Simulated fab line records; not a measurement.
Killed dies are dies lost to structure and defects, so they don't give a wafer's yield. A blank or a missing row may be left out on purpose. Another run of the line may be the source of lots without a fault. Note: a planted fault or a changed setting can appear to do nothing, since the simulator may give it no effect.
Chamber matching    flow gf180mcu    GF_V3_ETCH_16 on rie_diel-03: 4 sister chambers
The step etches BARC in N2/H2. 18 wafers are shown with their chamber, then 9 later ones without.

## WAFERS, EACH WITH ITS CHAMBER
wafer   chamber  drypump_motor_current_A (A)  rf_fwd_power_W (W)  n2_flow_sccm (sccm)
L075.1  3        6.1                          498.4               100.13
L075.2  2        4.7                          498.0               100.58
L075.3  0        6.4                          497.4               100.18
L076.2  2        4.7                          495.7               99.48
L076.5  2        4.7                          497.0               99.88
L076.6  3        6.1                          496.8               100.04
L078.1  2        4.7                          496.7               100.08
L078.3  0        6.3                          497.3               99.85
L078.4  1        6.3                          493.2               100.29
L081.1  3        6.1                          496.8               99.60
L081.2  0        6.4                          497.5               100.03
L081.6  0        6.4                          496.8               99.95
L086.1  3        6.0                          497.9               100.35
L086.2  0        6.3                          496.8               100.08
L086.6  2        4.7                          498.7               99.71
L088.1  3        6.0                          495.9               99.90
L088.3  2        4.7                          496.6               100.22
L088.5  0        6.4                          498.6               99.90

SIGNATURES (means of the wafers above)
reading                  chamber 0  chamber 1  chamber 2  chamber 3  scatter within a chamber
drypump_motor_current_A  6.367      6.300      4.700      6.060      0.0425
rf_fwd_power_W           497.400    493.200    497.117    497.160    0.92
n2_flow_sccm             99.9983    100.2900   99.9917    100.0040   0.286
Rule: for a wafer and a chamber, the distance is found by dividing, reading by reading, the gap between the wafer's reading and the chamber's mean by the reading's scatter, squaring, summing and taking the root. If the next closest chamber is less than 2 further off than the closest, the wafer can't be placed; otherwise it belongs to the closest. The scatter: take each reading less its chamber's mean, square it, sum over the shown wafers, divide by the number of wafers less the number of chambers, and take the root.

## WAFERS MISSING THEIR CHAMBER
wafer   drypump_motor_current_A (A)  rf_fwd_power_W (W)  n2_flow_sccm (sccm)
L093.2  4.7                          497.2               100.16
L093.3  6.4                          497.5               99.73
L093.4  6.0                          495.7               99.98
L094.1  6.3                          491.2               99.82
L094.5  4.7                          499.1               100.36
L094.6  6.3                          489.7               100.19
L096.2  6.3                          492.1               100.55
L096.4  6.4                          494.8               99.88
L096.5  6.0                          497.8               100.03

## CHAMBER TAKEN BY EACH
wafer   from the rows above      in truth
L093.2  2                        2
L093.3  0                        0
L093.4  3                        3
L094.1  1                        1
L094.5  2                        2
L094.6  1                        1
L096.2  1                        1
L096.4  can't be placed: 0 or 1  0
L096.5  3                        3
Correct placement for 8 of the 9. These rows do not allow placing 1 (true chamber among the candidates in 1). Wrongly placed: 0.
